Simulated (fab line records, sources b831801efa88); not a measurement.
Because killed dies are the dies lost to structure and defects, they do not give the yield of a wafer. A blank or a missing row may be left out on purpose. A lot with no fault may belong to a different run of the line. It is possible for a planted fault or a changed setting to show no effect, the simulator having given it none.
What tool caused it? | flow gf180mcu | 38 wafers from 13 lots sampled at 5 of the route's 602 steps

WHAT THE GAUGES SHOWED, per wafer
GF_M3_OVL_MEAS_15. Usual: for M3_OVL the level is -1 nm and the standard deviation is 5.2.
lot  | measured     | on         | M3_OVL (nm) | flag
L476 | day 21 08:35 | overlay-02 | 2 0 -9      |
L477 | day 22 00:09 | overlay-02 | 4 1 -6      |
L478 | day 22 06:00 | overlay-02 | -6 -4 4     |
L480 | day 23 01:29 | overlay-01 | 10 -4 0     |
L481 | day 23 07:23 | overlay-02 | 1 1 -4      |
L483 | day 24 01:20 | overlay-02 | -6 -7 -7    |
L484 | day 24 06:17 | overlay-02 | -2 0 -7     |
L487 | day 25 08:23 | overlay-01 | 1 -1        |
L493 | day 27 02:50 | overlay-02 | 4 -2 -2     |
L495 | day 27 21:01 | overlay-02 | 2 -1 0      |
L497 | day 28 05:38 | overlay-02 | 3 -3 4      |
L498 | day 28 11:41 | overlay-02 | -11 3 -5    |
L499 | day 29 04:20 | overlay-01 | -4 -9 -1    |

GF_M4_OVL_MEAS_15. Usual: for M4_OVL the level is -3 nm and the standard deviation is 4.8.
lot  | measured     | on         | M4_OVL (nm) | flag
L476 | day 23 10:35 | overlay-02 | -4 -1 -4    |
L477 | day 24 00:38 | overlay-01 | -2 -12 -4   |
L478 | day 24 06:07 | overlay-01 | -1 2 2      |
L480 | day 25 01:10 | overlay-02 | -2 -2 0     |
L481 | day 25 06:49 | overlay-01 | -3 -3 -9    |
L483 | day 26 00:26 | overlay-02 | -2 -7 -6    |
L484 | day 26 03:46 | overlay-02 | -6 3 1      |
L487 | day 27 04:41 | overlay-02 | -5 -4       |
L493 | day 28 21:17 | overlay-02 | -4 -8 -9    |
L495 | day 29 15:58 | overlay-02 | 0 -12 -5    |
L497 | day 29 23:10 | overlay-01 | -1 -11 0    |
L498 | day 30 04:16 | overlay-02 | 4 -6 8      |
L499 | day 30 20:25 | overlay-01 | -1 4 -6     |

GF_PASSIVATION_THK_MEAS_03. Usual: for PASSIVATION_CVD_02_THK the level is 702 nm and the standard deviation is 8.8.
lot  | measured     | on            | PASSIVATION_CVD_02_THK (nm) | flag
L476 | day 28 04:16 | film metro-04 | 695 705 704                 |
L477 | day 28 16:23 | film metro-04 | 691 713 714                 |
L478 | day 28 21:10 | film metro-01 | 701 703 705                 |
L480 | day 29 14:23 | film metro-02 | 695 700 708                 |
L481 | day 29 20:25 | film metro-01 | 692 689 708                 |
L483 | day 30 11:20 | film metro-02 | 705 697 713                 |
L484 | day 30 15:06 | film metro-04 | 695 700 708                 |
L487 | day 31 10:46 | film metro-01 | 998 705 997 705             | OFF
L493 | day 32 22:16 | film metro-01 | 977 711 704 977 712 704     | OFF
L495 | day 33 14:37 | film metro-04 | 685 678 687                 |
L497 | day 33 20:52 | film metro-04 | 696 693 692                 |
L498 | day 34 00:57 | film metro-01 | 707 711 721                 |
L499 | day 34 14:49 | film metro-02 | 696 711 702                 |

EACH LOT AND THE TOOL THAT RAN IT (in order: tool; ch and the chambers of the sampled wafers; start)
lot  | GF_TOP_METAL_SPUTTER_00      | GF_PASSIVATION_CVD_02
L476 | pvd sputter-02, day 27 07:39 | pecvd-01 ch 0,1, day 28 03:59
L477 | pvd sputter-02, day 27 19:07 | pecvd-03 ch 0,1,2, day 28 16:04
L478 | pvd sputter-02, day 27 23:52 | pecvd-02 ch 1,2, day 28 20:52
L480 | pvd sputter-02, day 28 17:28 | pecvd-02 ch 0,1, day 29 14:06
L481 | pvd sputter-02, day 28 23:31 | pecvd-01 ch 0,2, day 29 20:08
L483 | pvd sputter-02, day 29 14:45 | pecvd-02 ch 0,1,2, day 30 11:03
L484 | pvd sputter-03, day 29 19:03 | pecvd-02 ch 0,1,2, day 30 14:48
L487 | pvd sputter-03, day 31 05:36 | pecvd-02 ch 0,2, day 31 10:28
L493 | pvd sputter-03, day 32 04:13 | pecvd-02 ch 0,1, day 32 21:58
L495 | pvd sputter-04, day 32 21:14 | pecvd-03 ch 0,1, day 33 14:11
L497 | pvd sputter-04, day 33 03:47 | pecvd-03 ch 0,1, day 33 20:26
L498 | pvd sputter-03, day 33 08:05 | pecvd-01 ch 1,2, day 34 00:40
L499 | pvd sputter-04, day 33 21:53 | pecvd-03 ch 0,2, day 34 14:31
- GF_TOP_METAL_SPUTTER_00: material Ti, target thk 37.5 nm, time 150 s.
- GF_PASSIVATION_CVD_02: deposits Si3N4, target thk 700 nm, time 486.18 s.

WHAT THE TOOLS THEMSELVES READ (means of the sampled wafers that have a number; where no wafer has one, the mark that the record gives instead)
GF_TOP_METAL_SPUTTER_00. Usual: throttle valve pct reads 29.6 % (standard deviation 0.98).
lot  | tool           | throttle valve pct (%) | flag
L476 | pvd sputter-02 | 29.6                   |
L477 | pvd sputter-02 | 29.4                   |
L478 | pvd sputter-02 | 29.9                   |
L480 | pvd sputter-02 | 29.5                   |
L481 | pvd sputter-02 | 29.4                   |
L483 | pvd sputter-02 | 29.0                   |
L484 | pvd sputter-03 | 29.2                   |
L487 | pvd sputter-03 | 30.6                   |
L493 | pvd sputter-03 | 29.8                   |
L495 | pvd sputter-04 | 29.8                   |
L497 | pvd sputter-04 | 29.7                   |
L498 | pvd sputter-03 | 29.5                   |
L499 | pvd sputter-04 | 29.1                   |

GF_PASSIVATION_CVD_02. Usual: heater power w 727 W, standard deviation 130; susceptor temp C 400.01 C, standard deviation 0.21.
lot  | tool     | heater power w (W) | susceptor temp C (C) | flag
L476 | pecvd-01 | 762                | 399.95               |
L477 | pecvd-03 | 581                | 400.20               |
L478 | pecvd-02 | 753                | 400.18               |
L480 | pecvd-02 | 720                | 399.97               |
L481 | pecvd-01 | 811                | 399.97               |
L483 | pecvd-02 | 780                | 400.00               |
L484 | pecvd-02 | 749                | 399.84               |
L487 | pecvd-02 | 863                | 400.09               |
L493 | pecvd-02 | 692                | 399.91               |
L495 | pecvd-03 | 589                | 400.05               |
L497 | pecvd-03 | 591                | 400.08               |
L498 | pecvd-01 | 787                | 400.00               |
L499 | pecvd-03 | 577                | 399.95               |

THE ANSWER, worked out from the rows above alone
Rule: take the mean of a lot's wafers that have a number; if it is more than 3 standard deviations from the usual mean, the lot is off. A lot without any number at a reading at which 4 lots or more have one is off too. All remaining lots with rows at the step are treated as sound. The gauges are gone through in route order, then the tools' own readings, and for those a lot's mean is taken as printed above. The first step at which some lot is off is used, and at that step the reading that is off furthest; a lot without a number counts as furthest.
Off: at GF_PASSIVATION_THK_MEAS_03 (PASSIVATION_CVD_02_THK), L487, L493.
A tool fits if, at a process step before that reading, it ran every lot that is off, and no sound lot after the first of them. The gauges at GF_PASSIVATION_THK_MEAS_03 are tried like those tools. One fits: pecvd-02 at GF_PASSIVATION_CVD_02. A fault onset in the window from L484 (day 30 14:48, its last sound lot) to L487 (day 31 10:28, its first lot off) fits.

WHAT WAS PUT IN BY THE SIMULATOR
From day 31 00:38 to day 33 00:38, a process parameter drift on pecvd-02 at GF_PASSIVATION_CVD_02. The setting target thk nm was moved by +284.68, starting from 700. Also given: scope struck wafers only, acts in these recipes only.
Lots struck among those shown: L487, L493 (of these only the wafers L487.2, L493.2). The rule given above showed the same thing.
